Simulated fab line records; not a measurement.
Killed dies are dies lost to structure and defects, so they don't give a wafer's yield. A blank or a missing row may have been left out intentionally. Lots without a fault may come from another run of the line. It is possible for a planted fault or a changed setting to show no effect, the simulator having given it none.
fab line records	flow sky130
record lots=24	wafers=72	last_day=51
route steps=708 shown POLY_GATE@227 SD_P@331 LOCAL_INTERCONNECT@398 VIA1@460 METAL2@487
lots untouched by any fault: they come from a run of this same line in which no faults occurred
start_h: hours from the record's opening day to when the first of the lot's shown wafers began	wait_h: hours elapsed since this lot's preceding step	" same as the row above	L1.1+2: a row that stands for several wafers	- no value, or no start was given	* or withheld: withheld	< > ~ a bound
route shown NAME@n: names a module that has steps shown in the file, with the first one's number in the route	usual: the fault-free wafers' mean and standard deviation	same: alike in all rows	chamber/n: place in a boat	sites: each site's reading	_std_site: standard deviation of those values	_edge_site: mean of outer sites minus mean of inner sites	radius_mm: for every site, how far away it sits from the centre of the wafer	mask NAME#n: copy n	behind: the tool/chamber that last shaped the wafer	hold: why the lot was held/for how many hours/how that ended	device: transistor that didn't switch, given as n, p or np	end of line: tests run on the same wafers once the route is complete	a step with no rows: only its recipe	killed: count of dies lost to structure and defects at first sort (not the wafer's yield)	map: per-die view of a wafer (x killed, . not killed, _ where there is no die)
set.NAME: the setting that was run; set.NAME@STEP: the one run at that earlier step	model.NAME: the simulator's own value behind a step, which no gauge read
a sample of lots followed through the steps of the route, with each step as a table and each wafer as a row
services: a tool's chamber out of use, with start hour (start_h, from the record's first day; less than 0 if before it), hours out, and reason
## steps
# step SKY_POLY_GATE_CD_MEAS_13
# recipe target_cd_nm=150
# usual cd_nm=149.7/1.2
lot.wafer	tool	chamber	start_h	wait_h	cd_nm
L074.2	cd_sem-01	-	397.65	-	148.7
L074.3	"	-	"	"	150.8
L074.4	"	-	"	"	150.3
L075.3	cd_sem-02	-	402.83	-	147.9
L075.4	"	-	"	"	147.5
L075.6	"	-	"	"	147.9
L077.1	cd_sem-02	-	411.29	-	151.0
L077.2	"	-	"	"	149.7
L077.3	"	-	"	"	149.5
L076.2	cd_sem-01	-	416.81	-	147.7
L076.5	"	-	"	"	149.1
L076.6	"	-	"	"	148.5
L078.1	cd_sem-01	-	426.38	-	150.5
L078.4	"	-	"	"	149.3
L078.5	"	-	"	"	153.3
L079.1	cd_sem-01	-	437.43	-	148.8
L079.5	"	-	"	"	150.0
L079.6	"	-	"	"	150.5
L080.3	cd_sem-01	-	443.92	-	150.3
L080.4	"	-	"	"	151.3
L080.6	"	-	"	"	150.3
L081.1	cd_sem-01	-	449.29	-	151.1
L081.4	"	-	"	"	151.8
L081.6	"	-	"	"	150.8
L082.1	cd_sem-01	-	457.58	-	150.3
L082.2	"	-	"	"	148.0
L082.6	"	-	"	"	148.9
L083.1	cd_sem-01	-	473.11	-	149.9
L083.2	"	-	"	"	149.0
L083.6	"	-	"	"	150.5
L084.2	cd_sem-02	-	483.70	-	148.0
L084.3	"	-	"	"	149.7
L084.4	"	-	"	"	149.1
L085.2	cd_sem-02	-	494.80	-	150.0
L085.3	"	-	"	"	149.9
L085.5	"	-	"	"	149.6
L086.4	cd_sem-02	-	507.44	-	151.5
L086.5	"	-	"	"	150.7
L086.6	"	-	"	"	150.8
L087.1	cd_sem-01	-	513.06	-	150.2
L087.4	"	-	"	"	149.6
L087.5	"	-	"	"	149.9
L088.1	cd_sem-01	-	521.56	-	151.1
L088.3	"	-	"	"	151.5
L088.4	"	-	"	"	150.4
L089.1	cd_sem-02	-	526.78	-	150.0
L089.5	"	-	"	"	148.7
L089.6	"	-	"	"	150.8
L090.3	cd_sem-01	-	533.35	-	150.3
L090.4	"	-	"	"	150.6
L090.5	"	-	"	"	151.6
L091.2	cd_sem-02	-	537.38	-	148.6
L091.3	"	-	"	"	147.3
L091.5	"	-	"	"	148.6
L092.1	cd_sem-01	-	548.13	-	148.6
L092.2	"	-	"	"	150.0
L092.6	"	-	"	"	149.2
L093.1	cd_sem-02	-	555.38	-	149.6
L093.5	"	-	"	"	150.3
L093.6	"	-	"	"	149.4
L094.2	cd_sem-02	-	557.95	-	149.8
L094.4	"	-	"	"	149.9
L094.5	"	-	"	"	151.1
L096.1	cd_sem-01	-	571.33	-	150.5
L096.2	"	-	"	"	150.1
L096.5	"	-	"	"	149.9
L095.1	cd_sem-02	-	574.31	-	147.2
L095.2	"	-	"	"	148.6
L095.4	"	-	"	"	147.1
L097.1	cd_sem-02	-	581.73	-	149.2
L097.2	"	-	"	"	148.3
L097.4	"	-	"	"	147.5
# step SKY_SD_P_TW_MEAS_11
# usual SD_P_TW=2816/34
lot.wafer	tool	chamber	start_h	wait_h	SD_P_TW
L074.2	film_metro-02	-	621.52	0.1	2871
L074.3	"	-	"	"	2854
L074.4	"	-	"	"	2870
L075.3	film_metro-03	-	625.21	0.1	2790
L075.4	"	-	"	"	2773
L075.6	"	-	"	"	2779
L077.1	film_metro-02	-	636.68	0.1	2865
L077.2	"	-	"	"	2857
L077.3	"	-	"	"	2855
L076.2	film_metro-01	-	640.24	0.1	2806
L076.5	"	-	"	"	2806
L076.6	"	-	"	"	2808
L078.1	film_metro-01	-	647.63	0.1	2818
L078.4	"	-	"	"	2801
L078.5	"	-	"	"	2820
L079.1	film_metro-03	-	659.06	0.1	2781
L079.5	"	-	"	"	2794
L079.6	"	-	"	"	2777
L080.3	film_metro-03	-	666.76	0.1	2768
L080.4	"	-	"	"	2795
L080.6	"	-	"	"	2769
L081.1	film_metro-01	-	671.69	0.1	2822
L081.4	"	-	"	"	2813
L081.6	"	-	"	"	2811
L082.1	film_metro-03	-	676.83	0.1	2774
L082.2	"	-	"	"	2762
L082.6	"	-	"	"	2769
L083.1	film_metro-01	-	689.69	0.1	2816
L083.2	"	-	"	"	2810
L083.6	"	-	"	"	2817
L084.2	film_metro-01	-	700.07	0.1	2799
L084.3	"	-	"	"	2781
L084.4	"	-	"	"	2775
L085.2	film_metro-02	-	708.19	0.1	2849
L085.3	"	-	"	"	2851
L085.5	"	-	"	"	2844
L086.4	film_metro-03	-	721.91	0.1	2795
L086.5	"	-	"	"	2793
L086.6	"	-	"	"	2789
L087.1	film_metro-03	-	725.09	0.1	2795
L087.4	"	-	"	"	2815
L087.5	"	-	"	"	2790
L088.1	film_metro-03	-	735.18	0.1	2809
L088.3	"	-	"	"	2808
L088.4	"	-	"	"	2809
L089.1	film_metro-02	-	738.21	0.1	2883
L089.5	"	-	"	"	2877
L089.6	"	-	"	"	2874
L090.3	film_metro-02	-	742.25	0.1	2856
L090.4	"	-	"	"	2864
L090.5	"	-	"	"	2847
L091.2	film_metro-02	-	748.57	0.1	2844
L091.3	"	-	"	"	2846
L091.5	"	-	"	"	2842
L092.1	film_metro-03	-	760.03	0.1	2783
L092.2	"	-	"	"	2796
L092.6	"	-	"	"	2767
L093.1	film_metro-02	-	765.21	0.1	2842
L093.5	"	-	"	"	2866
L093.6	"	-	"	"	2865
L094.2	film_metro-02	-	767.47	0.1	2840
L094.4	"	-	"	"	2852
L094.5	"	-	"	"	2848
L096.1	film_metro-01	-	779.39	0.1	2802
L096.2	"	-	"	"	2799
L096.5	"	-	"	"	2817
L095.1	film_metro-03	-	784.48	0.1	2763
L095.2	"	-	"	"	2774
L095.4	"	-	"	"	2765
L097.1	film_metro-02	-	789.11	0.1	2853
L097.2	"	-	"	"	2845
L097.4	"	-	"	"	2844
# step SKY_LOCAL_INTERCONNECT_CD_MEAS_11
# recipe target_cd_nm=170
# usual cd_nm=170.3/1.5
lot.wafer	tool	chamber	start_h	wait_h	cd_nm
L074.2	cd_sem-02	-	740.05	-	167.8
L074.3	"	-	"	"	168.3
L074.4	"	-	"	"	169.3
L075.3	cd_sem-01	-	741.60	-	169.3
L075.4	"	-	"	"	169.7
L075.6	"	-	"	"	168.4
L077.1	cd_sem-02	-	753.96	-	170.6
L077.2	"	-	"	"	172.5
L077.3	"	-	"	"	170.5
L076.2	cd_sem-02	-	759.34	-	169.4
L076.5	"	-	"	"	168.2
L076.6	"	-	"	"	168.8
L078.1	cd_sem-02	-	762.97	-	171.1
L078.4	"	-	"	"	170.4
L078.5	"	-	"	"	169.9
L079.1	cd_sem-02	-	773.46	-	171.5
L079.5	"	-	"	"	170.9
L079.6	"	-	"	"	171.4
L080.3	cd_sem-02	-	783.81	-	171.0
L080.4	"	-	"	"	170.6
L080.6	"	-	"	"	171.7
L081.1	cd_sem-02	-	788.82	-	169.4
L081.4	"	-	"	"	169.8
L081.6	"	-	"	"	168.9
L082.1	cd_sem-02	-	793.32	-	171.9
L082.2	"	-	"	"	171.1
L082.6	"	-	"	"	171.3
L083.1	cd_sem-02	-	803.93	-	169.5
L083.2	"	-	"	"	169.3
L083.6	"	-	"	"	170.4
L084.2	cd_sem-02	-	813.09	-	172.8
L084.3	"	-	"	"	172.0
L084.4	"	-	"	"	174.3
L085.2	cd_sem-02	-	821.75	-	169.3
L085.3	"	-	"	"	170.6
L085.5	"	-	"	"	170.5
L086.4	cd_sem-02	-	834.24	-	170.7
L086.5	"	-	"	"	169.5
L086.6	"	-	"	"	168.9
L087.1	cd_sem-01	-	840.42	-	167.7
L087.4	"	-	"	"	167.7
L087.5	"	-	"	"	168.6
L088.1	cd_sem-01	-	847.47	-	168.9
L088.3	"	-	"	"	170.5
L088.4	"	-	"	"	170.6
L089.1	cd_sem-02	-	850.48	-	170.5
L089.5	"	-	"	"	169.4
L089.6	"	-	"	"	169.0
L090.3	cd_sem-01	-	854.06	-	171.9
L090.4	"	-	"	"	171.6
L090.5	"	-	"	"	170.8
L091.2	cd_sem-02	-	859.98	-	170.6
L091.3	"	-	"	"	169.9
L091.5	"	-	"	"	171.1
L092.1	cd_sem-02	-	870.57	-	170.6
L092.2	"	-	"	"	169.7
L092.6	"	-	"	"	169.3
L093.1	cd_sem-01	-	875.07	-	170.7
L093.5	"	-	"	"	170.2
L093.6	"	-	"	"	171.4
L094.2	cd_sem-01	-	878.33	-	171.9
L094.4	"	-	"	"	172.6
L094.5	"	-	"	"	170.0
L096.1	cd_sem-01	-	889.96	-	173.3
L096.2	"	-	"	"	172.5
L096.5	"	-	"	"	173.1
L095.1	cd_sem-02	-	894.66	-	169.3
L095.2	"	-	"	"	172.4
L095.4	"	-	"	"	170.4
L097.1	cd_sem-01	-	898.53	-	167.5
L097.2	"	-	"	"	168.7
L097.4	"	-	"	"	170.0
# step SKY_VIA1_CMP_02
# recipe material=SiO2	down_force_psi=4	platen_rpm=60	pad_velocity_m_s=0.94248
# usual motor_current_A=11.5/0.77	retaining_ring_pressure_frac=0.999/0.0051
lot.wafer	tool	chamber	start_h	wait_h	motor_current_A	retaining_ring_pressure_frac
L074.4	cmp-02	2	799.51	0.2	11.3	0.999
L074.3	"	3	"	"	10.4	0.995
L074.2	"	0	"	"	10.7	1.003
L075.4	cmp-02	1	801.39	0.1	12.1	0.999
L075.3	"	2	"	"	10.8	1.005
L075.6	"	0	"	"	9.9	0.992
L077.2	cmp-01	0	813.83	0.0	11.5	0.998
L077.1	"	1	"	"	11.8	1.005
L077.3	"	2	"	"	10.8	1.005
L076.2	cmp-02	3	818.42	0.0	11.8	0.999
L076.5	"	3	"	"	11.5	1.004
L076.6	"	0	"	"	10.4	0.998
L078.4	cmp-02	0	822.84	0.0	10.8	0.997
L078.1	"	3	"	"	11.4	1.006
L078.5	"	1	"	"	11.6	1.008
L079.1	cmp-02	2	831.87	0.2	11.4	0.998
L079.6	"	3	"	"	11.9	0.991
L079.5	"	0	"	"	10.3	0.999
L080.4	cmp-01	3	842.30	0.1	13.0	1.001
L080.3	"	1	"	"	12.3	0.992
L080.6	"	3	"	"	13.1	0.999
L081.1	cmp-02	2	847.50	0.1	10.9	0.999
L081.4	"	0	"	"	10.5	0.999
L081.6	"	2	"	"	10.4	0.995
L082.1	cmp-02	3	852.17	0.1	12.0	0.997
L082.2	"	1	"	"	11.4	1.001
L082.6	"	2	"	"	10.5	0.993
L083.1	cmp-01	1	862.77	0.1	12.4	0.989
L083.2	"	2	"	"	10.9	1.001
L083.6	"	1	"	"	11.3	1.000
L084.4	cmp-02	1	870.54	0.0	11.6	0.996
L084.2	"	2	"	"	10.8	0.995
L084.3	"	3	"	"	11.5	1.004
L085.3	cmp-01	3	878.14	0.0	13.2	0.998
L085.2	"	0	"	"	11.7	1.002
L085.5	"	3	"	"	13.4	1.001
L086.4	cmp-01	2	891.69	0.0	10.8	1.001
L086.6	"	2	"	"	11.2	0.992
L086.5	"	3	"	"	13.3	0.995
L087.4	cmp-01	2	897.25	0.1	11.6	0.996
L087.1	"	3	"	"	12.8	0.992
L087.5	"	2	"	"	10.8	1.004
L088.1	cmp-01	1	905.57	0.1	11.7	0.993
L088.3	"	2	"	"	11.2	0.993
L088.4	"	3	"	"	12.5	1.002
L089.1	cmp-01	1	909.36	0.1	12.0	1.000
L089.6	"	0	"	"	11.0	1.002
L089.5	"	1	"	"	11.7	0.994
L090.4	cmp-01	3	910.39	0.0	13.0	1.002
L090.3	"	2	"	"	10.9	0.998
L090.5	"	0	"	"	11.6	1.005
L091.2	cmp-01	1	916.43	0.1	11.2	1.001
L091.3	"	2	"	"	10.6	1.003
L091.5	"	0	"	"	11.7	1.002
L092.1	cmp-02	1	927.28	0.1	10.7	1.005
L092.2	"	3	"	"	11.2	1.000
L092.6	"	1	"	"	11.6	0.999
L093.1	cmp-01	1	932.11	0.5	11.9	0.992
L093.6	"	3	"	"	13.1	1.013
L093.5	"	0	"	"	11.6	1.004
L094.4	cmp-01	1	935.07	0.0	11.9	0.999
L094.2	"	2	"	"	11.0	0.995
L094.5	"	2	"	"	11.1	1.004
L096.1	cmp-01	3	944.28	0.1	12.6	1.001
L096.2	"	0	"	"	11.9	0.995
L096.5	"	3	"	"	12.7	0.994
L095.4	cmp-01	2	949.08	0.0	10.8	0.996
L095.1	"	3	"	"	12.5	1.008
L095.2	"	0	"	"	11.7	0.991
L097.1	cmp-02	3	954.04	0.1	12.0	0.994
L097.4	"	0	"	"	10.2	0.991
L097.2	"	2	"	"	11.1	1.004
# step SKY_VIA1_THK_MEAS_23
# recipe thk_meas_gauge=xrf	reads=W_of_VIA1_CVD_21
# usual VIA1_W_THK=276/3.2
lot.wafer	tool	chamber	start_h	wait_h	VIA1_W_THK[nm]
L074.2	film_metro-02	-	827.87	0.1	278
L074.3	"	-	"	"	283
L074.4	"	-	"	"	279
L075.3	film_metro-01	-	829.50	0.1	271
L075.4	"	-	"	"	278
L075.6	"	-	"	"	275
L077.1	film_metro-01	-	841.89	0.1	273
L077.2	"	-	"	"	272
L077.3	"	-	"	"	274
L076.2	film_metro-02	-	846.88	0.1	280
L076.5	"	-	"	"	274
L076.6	"	-	"	"	279
L078.1	film_metro-01	-	850.79	0.1	274
L078.4	"	-	"	"	274
L078.5	"	-	"	"	273
L079.1	film_metro-01	-	860.16	0.1	273
L079.5	"	-	"	"	274
L079.6	"	-	"	"	278
L080.3	film_metro-01	-	870.43	0.1	272
L080.4	"	-	"	"	274
L080.6	"	-	"	"	275
L081.1	film_metro-02	-	875.56	0.1	276
L081.4	"	-	"	"	279
L081.6	"	-	"	"	272
L082.1	film_metro-02	-	880.37	0.1	276
L082.2	"	-	"	"	272
L082.6	"	-	"	"	279
L083.1	film_metro-02	-	891.49	0.1	279
L083.2	"	-	"	"	274
L083.6	"	-	"	"	279
L084.2	film_metro-03	-	898.14	0.1	281
L084.3	"	-	"	"	277
L084.4	"	-	"	"	283
L085.2	film_metro-02	-	906.16	0.1	272
L085.3	"	-	"	"	278
L085.5	"	-	"	"	276
L086.4	film_metro-02	-	919.65	0.1	280
L086.5	"	-	"	"	279
L086.6	"	-	"	"	278
L087.1	film_metro-03	-	925.26	0.1	277
L087.4	"	-	"	"	280
L087.5	"	-	"	"	285
L088.1	film_metro-02	-	933.07	0.1	273
L088.3	"	-	"	"	270
L088.4	"	-	"	"	274
L089.1	film_metro-02	-	936.78	0.1	279
L089.5	"	-	"	"	277
L089.6	"	-	"	"	275
L090.3	film_metro-01	-	937.95	0.1	271
L090.4	"	-	"	"	278
L090.5	"	-	"	"	272
L091.2	film_metro-02	-	943.25	0.1	273
L091.3	"	-	"	"	273
L091.5	"	-	"	"	278
L092.1	film_metro-01	-	953.63	0.1	274
L092.2	"	-	"	"	273
L092.6	"	-	"	"	270
L093.1	film_metro-01	-	958.44	0.1	276
L093.5	"	-	"	"	274
L093.6	"	-	"	"	272
L094.2	film_metro-03	-	960.86	0.1	276
L094.4	"	-	"	"	282
L094.5	"	-	"	"	277
L096.1	film_metro-01	-	970.07	0.1	276
L096.2	"	-	"	"	274
L096.5	"	-	"	"	277
L095.1	film_metro-02	-	975.80	0.1	278
L095.2	"	-	"	"	273
L095.4	"	-	"	"	275
L097.1	film_metro-02	-	980.14	0.1	275
L097.2	"	-	"	"	276
L097.4	"	-	"	"	277
# step SKY_METAL2_SPUTTER_04
# recipe material=TiN	target_thk_nm=70	power_w=6500	time_s=58.3	chamber_pressure_pa=0.4
# usual throttle_valve_pct=30.1/0.71
lot.wafer	tool	chamber	start_h	wait_h	throttle_valve_pct
L074.2	pvd_sputter-03	-	828.31	0.0	30.1
L074.3	"	-	"	"	29.3
L074.4	"	-	"	"	30.2
L075.3	pvd_sputter-03	-	829.93	0.0	30.5
L075.4	"	-	"	"	29.5
L075.6	"	-	"	"	29.4
L077.1	pvd_sputter-02	-	842.34	0.0	30.3
L077.2	"	-	"	"	30.7
L077.3	"	-	"	"	29.9
L076.2	pvd_sputter-02	-	847.32	0.0	29.9
L076.5	"	-	"	"	30.9
L076.6	"	-	"	"	29.8
L078.1	pvd_sputter-03	-	851.37	0.0	30.7
L078.4	"	-	"	"	29.4
L078.5	"	-	"	"	30.4
L079.1	pvd_sputter-04	-	860.62	0.0	30.7
L079.5	"	-	"	"	31.4
L079.6	"	-	"	"	29.4
L080.3	pvd_sputter-03	-	870.86	0.0	30.7
L080.4	"	-	"	"	30.2
L080.6	"	-	"	"	29.4
L081.1	pvd_sputter-04	-	876.07	0.0	29.9
L081.4	"	-	"	"	29.5
L081.6	"	-	"	"	31.3
L082.1	pvd_sputter-04	-	880.82	0.0	29.1
L082.2	"	-	"	"	31.2
L082.6	"	-	"	"	30.4
L083.1	pvd_sputter-02	-	891.96	0.0	30.8
L083.2	"	-	"	"	29.8
L083.6	"	-	"	"	28.4
L084.2	pvd_sputter-02	-	898.58	0.0	28.2
L084.3	"	-	"	"	30.3
L084.4	"	-	"	"	30.5
L085.2	pvd_sputter-04	-	906.60	0.0	30.7
L085.3	"	-	"	"	29.8
L085.5	"	-	"	"	30.2
L086.4	pvd_sputter-03	-	920.07	0.0	29.7
L086.5	"	-	"	"	30.6
L086.6	"	-	"	"	29.2
L087.1	pvd_sputter-03	-	925.71	0.0	30.3
L087.4	"	-	"	"	30.5
L087.5	"	-	"	"	30.4
L088.1	pvd_sputter-04	-	933.52	0.0	29.9
L088.3	"	-	"	"	29.2
L088.4	"	-	"	"	31.3
L089.1	pvd_sputter-03	-	937.23	0.0	30.4
L089.5	"	-	"	"	30.6
L089.6	"	-	"	"	29.6
L090.3	pvd_sputter-02	-	938.38	0.0	30.1
L090.4	"	-	"	"	29.9
L090.5	"	-	"	"	30.9
L091.2	pvd_sputter-04	-	943.69	0.0	30.8
L091.3	"	-	"	"	29.5
L091.5	"	-	"	"	29.9
L092.1	pvd_sputter-03	-	954.08	0.0	29.2
L092.2	"	-	"	"	29.9
L092.6	"	-	"	"	29.6
L093.1	pvd_sputter-03	-	958.90	0.0	29.2
L093.5	"	-	"	"	30.4
L093.6	"	-	"	"	30.3
L094.2	pvd_sputter-03	-	961.30	0.0	29.4
L094.4	"	-	"	"	29.7
L094.5	"	-	"	"	30.6
L096.1	pvd_sputter-02	-	970.52	0.0	30.4
L096.2	"	-	"	"	29.9
L096.5	"	-	"	"	30.1
L095.1	pvd_sputter-03	-	976.25	0.0	29.4
L095.2	"	-	"	"	30.4
L095.4	"	-	"	"	30.3
L097.1	pvd_sputter-04	-	980.59	0.0	30.5
L097.2	"	-	"	"	29.9
L097.4	"	-	"	"	31.3
## services
tool	chamber	start_h	hours	kind
cmp-01	-	798.78	2.6	repair
pvd_sputter-04	0	828.41	-	consumable_replace:kit
pvd_sputter-03	0	829.98	-	consumable_replace:kit
pvd_sputter-03	0	829.98	18.0	scheduled_down
pvd_sputter-03	0	829.98	18.0	vent_cycle
cmp-01	-	831.87	7.3	repair
cmp-02	-	839.22	6.5	pm
cmp-01	-	845.76	2.5	pm
pvd_sputter-04	-	851.03	2.2	repair
pvd_sputter-03	-	858.97	9.0	repair
cmp-01	-	874.61	2.9	repair
pvd_sputter-04	-	883.97	4.0	repair
cmp-01	-	892.83	0.6	repair
cmp-01	-	912.00	4.0	pm
cmp-01	-	916.00	-	consumable_replace:conditioner
cmp-01	-	916.00	-	consumable_replace:pad
pvd_sputter-03	-	922.83	1.7	repair
pvd_sputter-02	-	929.69	2.3	repair
cmp-02	-	931.49	0.5	repair
cmp-02	-	932.29	4.0	repair
pvd_sputter-04	-	945.86	9.6	repair
cmp-02	-	961.50	7.6	pm
cmp-01	-	967.97	1.1	repair
pvd_sputter-03	-	972.80	3.2	repair
## key
fault none
